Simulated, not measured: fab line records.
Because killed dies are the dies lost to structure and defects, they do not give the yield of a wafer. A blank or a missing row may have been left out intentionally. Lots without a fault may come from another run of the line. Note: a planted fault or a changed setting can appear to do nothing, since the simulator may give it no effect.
fab line records    flow sky130
[record] lots = 7  wafers = 21  last_day = 50
route steps=708 shown POLY_GATE@222 PAD_OPEN@708
lots that met no fault: from a run of the same line without faults
start_h: the number of hours between the record's first day and the start of the first shown wafer of the lot    wait_h: hours since the lot's step before    " identical to the entry in the row above    L1.1+2: a row that stands for several wafers    - no value, or no start given    * or withheld: withheld    < > ~ a bound
route shown NAME@n: names a module that has steps shown in the file, with the first one's number in the route    usual: the fault-free wafers' mean and standard deviation    same: alike in all rows    chamber/n: place in a boat    sites: per-site readings    _std_site: their standard deviation    _edge_site: outer sites' mean less inner sites'    radius_mm: for every site, how far away it sits from the centre of the wafer    mask NAME#n: copy n    behind: the most recent tool/chamber to have shaped the wafer    hold: cause of the lot's hold/its duration in hours/its outcome    device: whichever transistor did not switch (one of n, p or np)    end of line: the route-end tests of the same wafers    where a step has no rows: the recipe by itself    killed: dies lost to structure and defects at the first sort, not the wafer's yield    map: dies across one wafer; x = killed, . = not, _ = none there
set.NAME: the setting as run; set.NAME@STEP: as run at that earlier step    model.NAME: the simulator's own value behind a step, which no gauge read
lots at selected steps of the route; one table per step, one row per wafer
services: the hour from which a tool's chamber was out of use, counted from the record's first day as start_h (under 0 if before that day), plus the number of hours and why
[[steps]]
[step SKY_POLY_GATE_COAT_08]
[recipe] resist = KrF-thick  spin_rpm = 3000  resist_thk_nm = 450
[step SKY_POLY_GATE_SOFTBAKE_09]
[recipe] temp_c = 100  time_s = 90  resist = KrF-thick
[step SKY_POLY_GATE_EXPOSE_10]
[recipe] mask_id = P1M  na = 0.68  source_shape = conventional  sigma_outer = 0.6  target_cd_nm = 150  dose_mj = 28
[step SKY_POLY_GATE_PEB_11]
[recipe] peb_temp_c = withheld  peb_time_s = withheld  resist = KrF-thick
[step SKY_POLY_GATE_DEVELOP_12]
[recipe] develop_time_s = 60  resist = KrF-thick  dev_temp_c = 21
[step SKY_POLY_GATE_CD_MEAS_13]
[recipe] target_cd_nm = 150
[usual] cd_nm = 150.1/1.6
lot.wafer  tool       chamber  start_h  wait_h  cd_nm
L396.1     cd_sem-02  -        390.11   -       152.0
L396.2     "          -        "        "       152.7
L396.3     "          -        "        "       151.3
L399.3     cd_sem-02  -        419.73   -       149.1
L399.4     "          -        "        "       149.8
L399.6     "          -        "        "       151.1
L403.3     cd_sem-01  -        455.60   -       148.8
L403.4     "          -        "        "       147.5
L403.5     "          -        "        "       148.0
L404.1     cd_sem-02  -        457.29   -       152.1
L404.3     "          -        "        "       151.4
L404.4     "          -        "        "       150.9
L406.1     cd_sem-01  -        480.71   -       149.8
L406.4     "          -        "        "       148.5
L406.5     "          -        "        "       150.8
L408.3     cd_sem-02  -        499.38   -       147.3
L408.5     "          -        "        "       146.6
L408.6     "          -        "        "       147.8
L416.1     cd_sem-02  -        562.81   -       150.0
L416.3     "          -        "        "       148.9
L416.6     "          -        "        "       149.5
[step SKY_POLY_GATE_OVL_MEAS_14]
[usual] POLY_GATE_OVL = -2/5.1
lot.wafer  tool        chamber  start_h  wait_h  POLY_GATE_OVL[nm]
L396.1     overlay-02  -        390.23   0.1     0
L396.2     "           -        "        "       0
L396.3     "           -        "        "       -2
L399.3     overlay-02  -        419.82   0.1     -3
L399.4     "           -        "        "       -7
L399.6     "           -        "        "       -13
L403.3     overlay-01  -        455.69   0.1     -7
L403.4     "           -        "        "       -5
L403.5     "           -        "        "       2
L404.1     overlay-02  -        457.41   0.1     -1
L404.3     "           -        "        "       -1
L404.4     "           -        "        "       -6
L406.1     overlay-02  -        480.83   0.1     -8
L406.4     "           -        "        "       -9
L406.5     "           -        "        "       -2
L408.3     overlay-01  -        499.47   0.1     -4
L408.5     "           -        "        "       4
L408.6     "           -        "        "       3
L416.1     overlay-02  -        562.93   0.1     6
L416.3     "           -        "        "       5
L416.6     "           -        "        "       7
[step SKY_POLY_GATE_ETCH_15]
[recipe] chemistry = N2/H2  target = BARC  ion_energy_ev = 200  source_w = 500  bias_w = 100  pressure_mtorr = 30  n2_flow_sccm = 100  h2_flow_sccm = 200  stop_on = SiO2  time_s = 118.5  target_depth_a = 1100
[usual] drypump_motor_current_A = 5.9/0.41  oes_product_au = 0.716/0.0045  throttle_valve_pct = 13.213/0.0085
lot.wafer  tool         chamber  start_h  wait_h  drypump_motor_current_A  oes_product_au  rf_hours_counter_h  throttle_valve_pct
L396.1     rie_diel-01  0        390.26   0.0     5.6                      0.714           3                   13.214
L396.2     "            1        "        "       5.4                      0.718           4                   13.205
L396.3     "            2        "        "       6.3                      0.707           2                   13.214
L399.3     rie_diel-01  3        419.84   0.0     6.5                      0.714           89                  13.200
L399.4     "            0        "        "       5.6                      0.727           4                   13.204
L399.6     "            2        "        "       6.3                      0.718           -                   13.201
L403.3     rie_diel-03  0        455.75   0.1     6.1                      0.720           -                   13.226
L403.4     "            2        "        "       6.1                      0.719           -                   13.218
L403.5     "            2        "        "       6.2                      0.710           -                   13.223
L404.1     rie_diel-01  3        457.45   0.0     6.5                      0.720           90                  13.208
L404.3     "            1        "        "       5.4                      0.712           5                   13.221
L404.4     "            0        "        "       5.7                      0.712           4                   13.213
L406.1     rie_diel-01  0        480.86   0.0     5.6                      0.715           5                   13.213
L406.4     "            2        "        "       6.3                      0.716           4                   13.212
L406.5     "            2        "        "       6.4                      0.717           -                   13.226
L408.3     rie_diel-03  2        499.49   0.0     6.2                      0.720           13                  13.218
L408.5     "            2        "        "       6.2                      0.724           -                   13.213
L408.6     "            1        "        "       5.7                      0.712           -                   13.219
L416.1     rie_diel-01  2        562.96   0.0     6.3                      0.719           6                   13.211
L416.3     "            3        "        "       6.5                      0.715           1                   13.207
L416.6     "            0        "        "       5.7                      0.725           -                   13.227
[step SKY_POLY_GATE_ETCH_16]
[recipe] stop_on = poly-Si  chemistry = CH3F/O2  target = Si3N4  source_w = 400  bias_w = 80  pressure_mtorr = 25  ch3f_flow_sccm = 40  O2_flow_sccm = 30  time_s = 147.5  target_depth_a = 750
[usual] drypump_motor_current_A = 5.9/0.42  oes_product_au = 0.640/0.0047  throttle_valve_pct = 10.535/0.01
lot.wafer  tool         chamber  start_h  wait_h  drypump_motor_current_A  oes_product_au  rf_hours_counter_h  throttle_valve_pct
L396.1     rie_diel-01  0        390.35   0.0     5.6                      0.640           3                   10.537
L396.2     "            1        "        "       5.4                      0.639           4                   10.536
L396.3     "            2        "        "       6.3                      0.642           2                   10.538
L399.3     rie_diel-01  3        419.92   0.0     6.5                      0.640           89                  10.560
L399.4     "            0        "        "       5.6                      0.633           4                   10.511
L399.6     "            2        "        "       6.3                      0.638           -                   10.531
L403.3     rie_diel-03  0        455.89   0.1     6.1                      0.638           -                   10.525
L403.4     "            2        "        "       6.1                      0.639           -                   10.538
L403.5     "            2        "        "       6.2                      0.639           -                   10.539
L404.1     rie_diel-01  3        457.53   0.0     6.5                      0.640           90                  10.549
L404.3     "            1        "        "       5.4                      0.649           5                   10.537
L404.4     "            0        "        "       5.6                      0.642           4                   10.542
L406.1     rie_diel-01  0        480.95   0.0     5.6                      0.648           5                   10.537
L406.4     "            2        "        "       6.3                      0.639           4                   10.540
L406.5     "            2        "        "       6.3                      0.637           -                   10.540
L408.3     rie_diel-03  2        499.58   0.0     6.1                      0.643           13                  10.546
L408.5     "            2        "        "       6.2                      0.647           -                   10.555
L408.6     "            1        "        "       5.7                      0.646           -                   10.527
L416.1     rie_diel-01  2        563.05   0.0     6.3                      0.645           6                   10.544
L416.3     "            3        "        "       6.5                      0.651           1                   10.542
L416.6     "            0        "        "       5.7                      0.648           -                   10.544
[step SKY_POLY_GATE_ETCH_17]
[recipe] target_depth_nm = 180  stop_on = SiO2  over_etch_frac = 0.56667  chemistry = HBr/Cl2  target = poly-Si  icp_w = 400  bias_w = 100  pressure_mtorr = 10  HBr_flow_sccm = 150  Cl2_flow_sccm = 50  time_s = 70.5
[usual] drypump_motor_current_A = 6.0/0.43  oes_product_au = 0.985/0.0098  throttle_valve_pct = 33.683/0.0086
lot.wafer  tool       chamber  start_h  wait_h  drypump_motor_current_A  oes_product_au  rf_hours_counter_h  throttle_valve_pct
L396.1     rie_si-01  0        390.45   0.0     5.7                      0.973           50                  33.690
L396.2     "          2        "        "       6.0                      0.994           14                  33.692
L396.3     "          3        "        "       6.0                      0.971           2                   33.690
L399.3     rie_si-02  3        420.02   0.0     6.2                      0.991           1                   33.694
L399.4     "          0        "        "       6.7                      0.983           26                  33.677
L399.6     "          1        "        "       6.3                      1.004           -                   33.668
L403.3     rie_si-02  0        455.99   0.0     6.7                      0.994           27                  33.694
L403.4     "          1        "        "       6.2                      0.993           -                   33.681
L403.5     "          0        "        "       6.7                      0.997           -                   33.670
L404.1     rie_si-01  0        457.63   0.0     5.7                      0.966           51                  33.691
L404.3     "          1        "        "       5.1                      0.986           2                   33.689
L404.4     "          3        "        "       6.0                      0.969           -                   33.691
L406.1     rie_si-01  0        481.04   0.0     5.8                      0.981           51                  33.680
L406.4     "          2        "        "       6.0                      0.989           14                  33.688
L406.5     "          3        "        "       6.0                      0.977           -                   33.685
L408.3     rie_si-01  0        499.68   0.0     5.8                      0.970           51                  33.680
L408.5     "          1        "        "       5.1                      0.986           -                   33.676
L408.6     "          2        "        "       6.0                      0.979           -                   33.684
L416.1     rie_si-01  3        563.14   0.0     6.0                      0.978           3                   33.687
L416.3     "          2        "        "       5.9                      1.002           15                  33.683
L416.6     "          3        "        "       6.0                      0.975           -                   33.685
[step SKY_POLY_GATE_STRIP_18]
[recipe] chemistry = O2/N2  power_w = 1400  pressure_mtorr = 1500  platen_temp_c = withheld  o2_flow_sccm = 3000  n2_flow_sccm = 300  overash_fraction = 0.5
[usual] drypump_motor_current_A = 5.7/0.5  oes_product_au = 0.361/0.0051  strip_time_to_endpoint_s = 3.18/0.054
lot.wafer  tool             chamber  start_h  wait_h  drypump_motor_current_A  oes_product_au  rf_hours_counter_h  strip_time_to_endpoint_s
L396.1     plasma_asher-03  1        390.50   0.0     5.4                      0.359           70                  3.22
L396.2     "                0        "        "       5.5                      0.358           70                  3.15
L396.3     "                1        "        "       5.4                      0.361           -                   3.18
L399.3     plasma_asher-02  1        420.11   0.1     6.1                      0.363           -                   3.19
L399.4     "                0        "        "       5.0                      0.364           -                   3.25
L399.6     "                1        "        "       6.1                      0.365           -                   3.11
L403.3     plasma_asher-04  1        456.07   0.1     5.8                      0.359           -                   3.28
L403.4     "                0        "        "       6.6                      0.367           -                   3.20
L403.5     "                1        "        "       5.8                      0.366           -                   3.20
L404.1     plasma_asher-03  1        457.68   0.0     5.4                      0.362           77                  3.22
L404.3     "                0        "        "       5.5                      0.360           -                   3.15
L404.4     "                1        "        "       5.4                      0.365           -                   3.21
L406.1     plasma_asher-02  1        481.10   0.0     6.1                      0.363           5                   3.20
L406.4     "                1        "        "       6.1                      0.367           -                   3.11
L406.5     "                0        "        "       5.0                      0.357           -                   3.15
L408.3     plasma_asher-04  1        499.77   0.1     5.8                      0.361           -                   3.21
L408.5     "                0        "        "       6.6                      0.360           -                   3.16
L408.6     "                1        "        "       5.8                      0.363           -                   3.23
L416.1     plasma_asher-03  1        563.20   0.0     5.3                      0.357           88                  3.22
L416.3     "                1        "        "       5.3                      0.354           -                   3.11
L416.6     "                1        "        "       5.3                      0.363           -                   3.23
[step SKY_POLY_GATE_CLEAN_19]
[recipe] chemistry = SC1/SC2  mix = 1:4:20  temp_c = 70  time_s = 150  dry = n2_spin
[step SKY_POLY_GATE_OXIDATION_20]
[recipe] temp_c = 850  ambient = O2  stabilise_s = 600  purge_s = 300  target_thk_a = 40  ox_time_s = 899
[usual] spike_tc_lower_C = 850.3/1
lot.wafer  tool        chamber  start_h  wait_h  spike_tc_lower_C  model.SiO2_of_POLY_GATE_OXIDATION_20.thk_nm
L396.1     furnace-02  0        392.49   1.8     848.2             4.18
L396.2     "           0        "        "       849.1             4.139
L396.3     "           0        "        "       850.2             4.206
L399.3     furnace-01  0        428.46   8.2     850.5             4.054
L399.4     "           0        "        "       851.6             4.022
L399.6     "           0        "        "       849.6             4.003
L403.3     furnace-02  0        456.24   0.0     850.9             4.505
L403.4     "           0        "        "       850.2             4.546
L403.5     "           0        "        "       848.4             4.563
L404.1     furnace-02  0        457.88   0.0     850.8             4.652
L404.3     "           0        "        "       849.1             4.656
L404.4     "           0        "        "       849.4             4.671
L406.1     furnace-02  0        481.25   0.0     849.2             4.567
L406.4     "           0        "        "       850.3             4.575
L406.5     "           0        "        "       849.9             4.571
L408.3     furnace-01  0        500.88   1.0     850.0             3.943
L408.5     "           0        "        "       849.9             3.956
L408.6     "           0        "        "       850.7             3.953
L416.1     furnace-01  0        563.35   0.0     850.5             3.929
L416.3     "           0        "        "       850.4             3.915
L416.6     "           0        "        "       851.7             3.966
[step SKY_POLY_GATE_THK_MEAS_21]
[recipe] reads = SiO2_of_POLY_GATE_OXIDATION_20
[usual] POLY_GATE_OXIDATION_THK = 3.99/0.079
lot.wafer  tool           chamber  start_h  wait_h  POLY_GATE_OXIDATION_THK[nm]
L396.1     film_metro-01  -        393.74   0.0     4.22
L396.2     "              -        "        "       4.18
L396.3     "              -        "        "       4.17
L399.3     film_metro-01  -        429.73   0.0     4.04
L399.4     "              -        "        "       4.00
L399.6     "              -        "        "       4.03
L403.3     film_metro-04  -        457.51   0.0     4.53
L403.4     "              -        "        "       4.50
L403.5     "              -        "        "       4.60
L404.1     film_metro-04  -        459.13   0.0     4.70
L404.3     "              -        "        "       4.67
L404.4     "              -        "        "       4.70
L406.1     film_metro-04  -        482.50   0.0     4.59
L406.4     "              -        "        "       4.60
L406.5     "              -        "        "       4.53
L408.3     film_metro-01  -        502.15   0.0     3.96
L408.5     "              -        "        "       3.98
L408.6     "              -        "        "       3.94
L416.1     film_metro-04  -        564.60   0.0     3.94
L416.3     "              -        "        "       3.95
L416.6     "              -        "        "       3.96
[step SKY_POLY_GATE_CD_MEAS_22]
[usual] cd_nm = 149.3/2.7
lot.wafer  tool       chamber  start_h  wait_h  cd_nm
L396.1     cd_sem-02  -        393.80   0.1     152.9
L396.2     "          -        "        "       152.8
L396.3     "          -        "        "       152.5
L399.3     cd_sem-02  -        429.83   0.1     149.2
L399.4     "          -        "        "       150.9
L399.6     "          -        "        "       148.3
L403.3     cd_sem-01  -        457.61   0.1     145.5
L403.4     "          -        "        "       149.7
L403.5     "          -        "        "       149.4
L404.1     cd_sem-02  -        459.19   0.1     153.2
L404.3     "          -        "        "       147.7
L404.4     "          -        "        "       152.0
L406.1     cd_sem-01  -        482.56   0.1     152.1
L406.4     "          -        "        "       149.0
L406.5     "          -        "        "       150.0
L408.3     cd_sem-01  -        502.24   0.1     150.7
L408.5     "          -        "        "       145.1
L408.6     "          -        "        "       146.1
L416.1     cd_sem-02  -        564.66   0.1     154.4
L416.3     "          -        "        "       148.9
L416.6     "          -        "        "       149.0
[step SKY_PAD_OPEN_PROBE_99]
[usual] killed_at_M0_to_M3 = 42/5.8  killed_at_M4_up = 3.0/2  killed_at_contacts = 24/5.5  killed_at_front_end = 15/3.9  killed_at_other = 0.3/0.54  killed_dies = 85/8.8  killed_on_rim = 16/3.7  killed_open = 47/6.8  killed_short = 38/5.9
[same] gross_dies = 492  killed_at_back_side = 0
lot.wafer  tool       chamber  start_h  wait_h  killed_at_M0_to_M3  killed_at_M4_up  killed_at_contacts  killed_at_front_end  killed_at_other  killed_dies  killed_on_rim  killed_open  killed_short  model.etest.tip_sonos.rs_ohm_sq  model.etest.tip_n.rs_ohm_sq
L396.1     prober-01  -        1095.64  0.1     30                  3                41                  20                   1                95           17             48           46            2713                             435.5
L396.2     prober-01  -        1095.69  0.1     42                  1                24                  25                   0                92           19             56           35            2663                             436.3
L396.3     prober-01  -        1095.74  0.2     45                  3                26                  20                   1                95           19             58           34            2770                             441.5
L399.3     prober-02  -        1120.43  0.2     40                  1                18                  15                   0                74           9              27           47            2768                             438.7
L399.4     prober-02  -        1120.48  0.2     48                  2                24                  25                   0                99           23             48           51            2761                             439.5
L399.6     prober-02  -        1120.58  0.2     38                  1                23                  17                   0                79           18             45           34            2742                             437.4
L403.3     prober-02  -        1139.59  0.2     48                  1                30                  11                   0                90           27             59           31            2812                             445.3
L403.4     prober-02  -        1139.64  0.2     39                  2                29                  17                   0                87           19             47           40            2850                             442.3
L403.5     prober-02  -        1139.69  0.2     42                  2                26                  16                   0                86           13             46           40            2863                             447.5
L404.1     prober-01  -        1139.93  0.1     40                  5                24                  16                   0                85           17             39           46            2894                             451.5
L404.3     prober-01  -        1140.03  0.2     34                  3                20                  13                   1                71           12             39           32            2796                             449.2
L404.4     prober-01  -        1140.08  0.2     46                  2                18                  18                   1                85           16             47           38            2867                             454.5
L406.1     prober-02  -        1154.28  0.1     56                  5                32                  12                   0                105          17             52           53            2743                             448.6
L406.4     prober-02  -        1154.43  0.2     31                  6                19                  12                   0                68           15             36           32            2738                             446.6
L406.5     prober-02  -        1154.48  0.2     53                  5                28                  13                   0                99           20             53           46            2744                             452.6
L408.3     prober-01  -        1168.94  0.2     53                  4                23                  14                   0                94           13             49           45            2772                             439.3
L408.5     prober-01  -        1169.04  0.2     37                  3                33                  22                   0                95           22             55           40            2686                             438.3
L408.6     prober-01  -        1169.09  0.2     44                  5                34                  20                   1                104          16             61           43            2695                             441.4
L416.1     prober-02  -        1204.65  0.1     42                  1                37                  10                   1                91           18             55           36            2658                             439.5
L416.3     prober-02  -        1204.75  0.2     39                  0                20                  18                   0                77           15             35           42            2625                             434.3
L416.6     prober-02  -        1204.90  0.2     44                  1                25                  15                   0                85           21             44           39            2634                             438.6
// killed by level:class
L396.1 CONTACT:geometric_particle:open=12 LI_CONTACT:geometric_particle:open=11 FIELD_ISO:geometric_particle:short=8 VIA3:geometric_particle:open=6 CONTACT:geometric_particle:short=6 LOCAL_INTERCONNECT:geometric_particle:short=5 LI_CONTACT:geometric_particle:short=4 VIA1:geometric_particle:open=4
L396.2 LI_CONTACT:geometric_particle:open=12 METAL1:geometric_particle:short=9 CONTACT:geometric_particle:open=9 VIA2:geometric_particle:open=9 VIA3:geometric_particle:open=6 VIA1:geometric_particle:open=6 FIELD_ISO:geometric_particle:open=5 VIA3:geometric_particle:short=5
L396.3 CONTACT:geometric_particle:open=13 METAL2:geometric_particle:short=11 LI_CONTACT:geometric_particle:open=10 VIA2:geometric_particle:open=8 VIA1:geometric_particle:open=7 METAL1:geometric_particle:short=5 VIA3:geometric_particle:open=5 FIELD_ISO:geometric_particle:open=4
L399.3 FIELD_ISO:geometric_particle:short=9 METAL2:geometric_particle:short=7 METAL1:geometric_particle:short=7 CONTACT:geometric_particle:short=5 VIA1:geometric_particle:open=5 VIA2:geometric_particle:short=5 LI_CONTACT:geometric_particle:open=4 CONTACT:geometric_particle:open=4
L399.4 VIA2:geometric_particle:open=9 VIA1:geometric_particle:open=8 VIA1:geometric_particle:short=7 POLY_GATE:geometric_particle:open=6 CONTACT:geometric_particle:open=6 CONTACT:geometric_particle:short=6 VIA3:geometric_particle:open=6 LOCAL_INTERCONNECT:geometric_particle:short=5
L399.6 VIA1:geometric_particle:open=9 VIA3:geometric_particle:open=8 FIELD_ISO:geometric_particle:open=6 LOCAL_INTERCONNECT:geometric_particle:short=6 CONTACT:geometric_particle:open=6 VIA1:geometric_particle:short=6 POLY_GATE:geometric_particle:open=5 CONTACT:geometric_particle:short=5
L403.3 CONTACT:geometric_particle:open=13 VIA1:geometric_particle:open=12 LI_CONTACT:geometric_particle:open=9 METAL2:geometric_particle:short=9 VIA3:geometric_particle:open=7 POLY_GATE:geometric_particle:open=5 VIA2:geometric_particle:open=5 METAL1:geometric_particle:short=4
L403.4 LI_CONTACT:geometric_particle:open=10 CONTACT:geometric_particle:open=10 POLY_GATE:geometric_particle:short=7 VIA1:geometric_particle:open=6 METAL1:geometric_particle:short=6 VIA2:geometric_particle:open=6 VIA3:geometric_particle:open=5 VIA2:geometric_particle:short=5
L403.5 CONTACT:geometric_particle:open=14 VIA3:geometric_particle:open=7 POLY_GATE:geometric_particle:short=5 METAL1:geometric_particle:short=5 VIA1:geometric_particle:open=5 METAL2:geometric_particle:short=5 FIELD_ISO:geometric_particle:short=4 METAL2:geometric_particle:open=4
L404.1 CONTACT:geometric_particle:open=8 VIA1:geometric_particle:open=8 VIA1:geometric_particle:short=7 FIELD_ISO:geometric_particle:short=5 LOCAL_INTERCONNECT:geometric_particle:short=5 VIA2:geometric_particle:short=5 VIA3:geometric_particle:open=5 FIELD_ISO:geometric_particle:open=4
L404.3 CONTACT:geometric_particle:open=9 VIA2:geometric_particle:open=8 VIA1:geometric_particle:open=8 METAL2:geometric_particle:short=5 POLY_GATE:geometric_particle:short=4 FIELD_ISO:geometric_particle:short=3 FIELD_ISO:geometric_particle:open=3 LI_CONTACT:geometric_particle:open=3
L404.4 VIA1:geometric_particle:open=12 CONTACT:geometric_particle:open=8 FIELD_ISO:geometric_particle:short=6 VIA1:geometric_particle:short=6 VIA2:geometric_particle:open=5 VIA3:geometric_particle:open=5 POLY_GATE:geometric_particle:open=4 CONTACT:geometric_particle:short=4
L406.1 CONTACT:geometric_particle:open=13 VIA2:geometric_particle:open=11 LI_CONTACT:geometric_particle:open=9 VIA1:geometric_particle:open=9 METAL2:geometric_particle:short=9 METAL1:geometric_particle:short=6 FIELD_ISO:geometric_particle:open=5 LI_CONTACT:geometric_particle:short=5
L406.4 CONTACT:geometric_particle:open=9 METAL1:geometric_particle:short=6 VIA1:geometric_particle:open=6 VIA2:geometric_particle:open=6 VIA3:geometric_particle:open=6 METAL4:geometric_particle:short=6 POLY_GATE:geometric_particle:short=5 LI_CONTACT:geometric_particle:short=4
L406.5 CONTACT:geometric_particle:open=15 METAL2:geometric_particle:short=10 VIA2:geometric_particle:open=9 VIA3:geometric_particle:open=8 METAL1:geometric_particle:short=7 VIA1:geometric_particle:open=7 METAL3:geometric_particle:short=5 CONTACT:geometric_particle:short=4
L408.3 VIA1:geometric_particle:open=11 VIA3:geometric_particle:open=9 CONTACT:geometric_particle:open=8 LI_CONTACT:geometric_particle:open=7 VIA2:geometric_particle:short=6 POLY_GATE:geometric_particle:short=5 POLY_GATE:geometric_particle:open=5 CONTACT:geometric_particle:short=5
L408.5 CONTACT:geometric_particle:open=15 LI_CONTACT:geometric_particle:open=9 POLY_GATE:geometric_particle:open=8 POLY_GATE:geometric_particle:short=7 VIA1:geometric_particle:open=7 VIA3:geometric_particle:open=6 VIA2:geometric_particle:short=5 CONTACT:geometric_particle:short=4
L408.6 VIA1:geometric_particle:open=13 CONTACT:geometric_particle:open=11 CONTACT:geometric_particle:short=7 VIA3:geometric_particle:open=7 LI_CONTACT:geometric_particle:open=6 LOCAL_INTERCONNECT:geometric_particle:short=6 VIA1:geometric_particle:short=6 VIA2:geometric_particle:open=6
L416.1 CONTACT:geometric_particle:open=13 VIA3:geometric_particle:open=10 LI_CONTACT:geometric_particle:open=8 LOCAL_INTERCONNECT:geometric_particle:short=7 VIA1:geometric_particle:open=7 FIELD_ISO:geometric_particle:short=5 LOCAL_INTERCONNECT:geometric_particle:open=4 CONTACT:geometric_particle:short=4
L416.3 CONTACT:geometric_particle:open=10 METAL1:geometric_particle:short=8 VIA1:geometric_particle:open=7 FIELD_ISO:geometric_particle:short=6 VIA1:geometric_particle:short=6 LI_CONTACT:geometric_particle:open=5 METAL2:geometric_particle:short=5 FIELD_ISO:geometric_particle:open=4
L416.6 VIA1:geometric_particle:open=12 CONTACT:geometric_particle:open=11 LOCAL_INTERCONNECT:geometric_particle:short=6 METAL2:geometric_particle:short=6 METAL3:geometric_particle:short=5 CONTACT:geometric_particle:short=4 VIA2:geometric_particle:open=4 FIELD_ISO:geometric_particle:short=3
[[services]]
tool             chamber  start_h  hours  kind
rie_diel-03      2        373.26   1.3    repair
rie_si-01        1        376.99   7.9    repair
rie_diel-03      1        383.27   15.4   repair
rie_diel-03      3        386.45   2.8    repair
furnace-02       -        406.03   35.0   repair
rie_diel-01      3        407.79   2.6    repair
plasma_asher-02  -        421.25   9.0    pm
rie_diel-03      -        425.40   14.6   pm
rie_diel-01      3        433.77   2.9    repair
furnace-01       -        446.76   2.6    pm
rie_si-02        2        454.91   3.8    repair
rie_diel-03      3        455.27   5.3    repair
rie_si-01        2        456.45   2.4    repair
plasma_asher-02  -        460.10   0.5    repair
plasma_asher-02  -        460.46   0.8    repair
plasma_asher-03  -        480.41   1.2    repair
rie_diel-03      3        495.35   10.3   repair
furnace-02       -        498.39   3.4    pm
rie_diel-01      0        505.21   16.3   repair
rie_si-01        -        509.28   2.8    pm
furnace-01       -        511.37   3.2    pm
rie_diel-03      3        515.76   2.7    repair
rie_diel-03      2        559.07   2.4    repair
rie_diel-01      1        559.95   4.9    repair
[[key]]
[first_sign] step = SKY_POLY_GATE_THK_MEAS_21  reading = POLY_GATE_OXIDATION_THK  direction = up  sigmas = 7.7  usual = 3.99  struck = 4.60
effect none on later readings
[model_effect] step = SKY_POLY_GATE_OXIDATION_20  value = SiO2_of_POLY_GATE_OXIDATION_20.thk_nm  without = 4.024  struck = 4.589
[model_effect] step = SKY_PAD_OPEN_PROBE_99  value = etest.tip_sonos.rs_ohm_sq  without = 2722  struck = 2812
met_at SKY_POLY_GATE_OXIDATION_20
struck_wafers L403.3,L403.4,L403.5,L404.1,L404.3,L404.4,L406.1,L406.4,L406.5
tester_left_out L403,L404,L406
[fault] kind = process_parameter_drift  tool = furnace-02  chamber = -  onset_h = 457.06  steps = SKY_POLY_GATE_OXIDATION_20  channel = ox_time_s  offset = *  shape = step  end_h = 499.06  acts_in = *  stated = *
// tester_left_out: of these lots the tester's yield and bins aren't shown, on N5 and GAA mostly nor the transistor test; their killed dies are dies lost to structure and defects alone, not to doping, threshold or leakage, so they don't give the yield
